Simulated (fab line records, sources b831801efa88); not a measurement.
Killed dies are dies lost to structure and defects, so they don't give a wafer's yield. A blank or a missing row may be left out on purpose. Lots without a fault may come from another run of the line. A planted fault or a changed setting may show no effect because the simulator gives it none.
Problem report in the 8D (eight disciplines) form, filled by code | flow gf180mcu | the parts of the form that need people (team, actions taken, sign-off) are left out

1. THE PROBLEM
cd_nm at GF_V4_CD_MEAS_14 reads a mean of 252.7 nm on 3 wafers of 2 lots; wafers without a fault read 259.5 nm with a standard deviation of 1.3. That is -5.2 standard deviations from the usual mean.
The step: target cd 260 nm.
First seen on wafer L750.1, day 27 21:16, on cd_sem-02. The record holds 32 wafers of 11 lots with a number at this step. Rule for "out", or "out of limits": more than 4 standard deviations from the usual mean. The other wafers with a number count as sound.

2. WHAT IT IS AND WHAT IT IS NOT
question                    | is                     | is not
which readings at this step | cd_nm                  | -
which lots                  | L750, L751             | L740, L741, L754, L756, L759, L760, L761, L762, L763
which wafers of those lots  | L750.1, L750.3, L751.3 | L750.6, L751.6
read on which gauges        | cd_sem-02              | cd_sem-01
when                        | from day 27 21:16      | up to then (7 sound wafers); but 22 sound wafers of L751, L754, L756, L759, L760, L761, L762, L763 came after

3. SUSPECTS, AND WHAT RULES EACH OUT
Counting: a tool at a process step up to the reading stays a suspect if it ran every lot that is out. Sound lots after the first of them don't rule it out here, since some wafers of a struck lot are sound.
- the gauge at GF_V4_CD_MEAS_14: ruled out. All the wafers that are out were read on cd_sem-02, but those of them that GF_V4_STRIP_18 has rows for are out there too, on other tools.
- litho_track-02 at GF_V4_COAT_09 (resist thk 1000 nm): kept. It ran every lot that is out, first L750 (day 27 11:00).
Left after counting: litho_track-02 at GF_V4_COAT_09.

4. THE CAUSE (what the simulator had put in)
Process parameter drift: litho_track-02, from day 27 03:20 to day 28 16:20, at GF_V4_COAT_09. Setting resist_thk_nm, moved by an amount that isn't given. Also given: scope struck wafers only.
Counting left only this tool.

5. THE CHAIN OF EFFECTS, in route order
Each row: a reading whose mean over the struck wafers that have a number lies more than 3 standard deviations from the usual. Only readings for which the record gives a usual standard deviation are gone through. hours: the time from each lot's start at the first step in this table that gives one to its start at this step, as a median over the lots. sigmas: the change in usual standard deviations.
hours | step             | reading        | usual      | on struck wafers | change | sigmas
0     | GF_V4_CD_MEAS_14 | cd_nm          | 259.5 nm   | 252.7            | -6.8   | -5.2
0     | GF_V4_STRIP_18   | oes_product_au | 0.594 a.u. | 0.676            | +0.082 | +17
The process steps in it:
- GF_V4_STRIP_18: strips in O2/N2.

6. WHAT WOULD HAVE CAUGHT IT SOONER
In this record the first reading out of limits at a measuring or inspecting step was taken at day 27 21:16, 18 hours after the fault began at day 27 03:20.
All the lots that are out (2) had begun GF_V4_COAT_09 on litho_track-02 by day 27 21:16. A hold on the tool at that time would have spared none of them.
